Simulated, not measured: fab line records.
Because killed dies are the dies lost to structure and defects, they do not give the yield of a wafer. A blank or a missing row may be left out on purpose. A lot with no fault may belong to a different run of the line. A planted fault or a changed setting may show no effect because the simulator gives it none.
Which tool was responsible? | flow sky130 | 6 lots with 18 wafers sampled at 2 steps, on a route of 708 steps

## WHAT THE GAUGES SHOWED, per wafer
SKY_METAL1_OVL_MEAS_16.
lot  | measured     | on         | METAL1_OVL (nm)
L325 | day 33 09:22 | overlay-01 | 0 2 0
L327 | day 33 22:34 | overlay-02 | 0 -7 4
L330 | day 34 21:22 | overlay-02 | 0 8 -2
L337 | day 36 20:31 | overlay-01 | 15 13 16
L341 | day 38 19:55 | overlay-02 | 8 10 4
L344 | day 39 09:34 | overlay-01 | 6 11 8

## WHAT TOOL EACH LOT RAN ON (gives the tool, then ch and the chambers of the sampled wafers, and finally the start)
lot  | SKY_METAL1_SPUTTER_01
L325 | pvd_sputter-03, day 32 06:55
L327 | pvd_sputter-01, day 32 20:41
L330 | pvd_sputter-02, day 33 20:28
L337 | pvd_sputter-02, day 35 18:35
L341 | pvd_sputter-03, day 37 18:02
L344 | pvd_sputter-03, day 38 08:47
- SKY_METAL1_SPUTTER_01: material TiN, target thk 20 nm, time 16.7 s.

## THE ANSWER, worked out from the rows above alone
Rule: the lots themselves supply what counts as usual. The widest of any qualifying gaps counts: lots, ordered by their means at a reading, are off when they make up no more than a third of the lots, leave a main group of 4 or more, and stand apart from it by 3 or more times the standard deviation of that group's means. The tables above print the reading to a certain number of digits; a main group whose means all agree to those digits is not used. A lot without any number at a reading at which 4 lots or more have one is off too. Where the step has rows for the other lots, those lots are counted as sound.
Nothing can be told from this: no lot is off at any reading shown.

## WHAT HAD BEEN PUT IN BY THE SIMULATOR
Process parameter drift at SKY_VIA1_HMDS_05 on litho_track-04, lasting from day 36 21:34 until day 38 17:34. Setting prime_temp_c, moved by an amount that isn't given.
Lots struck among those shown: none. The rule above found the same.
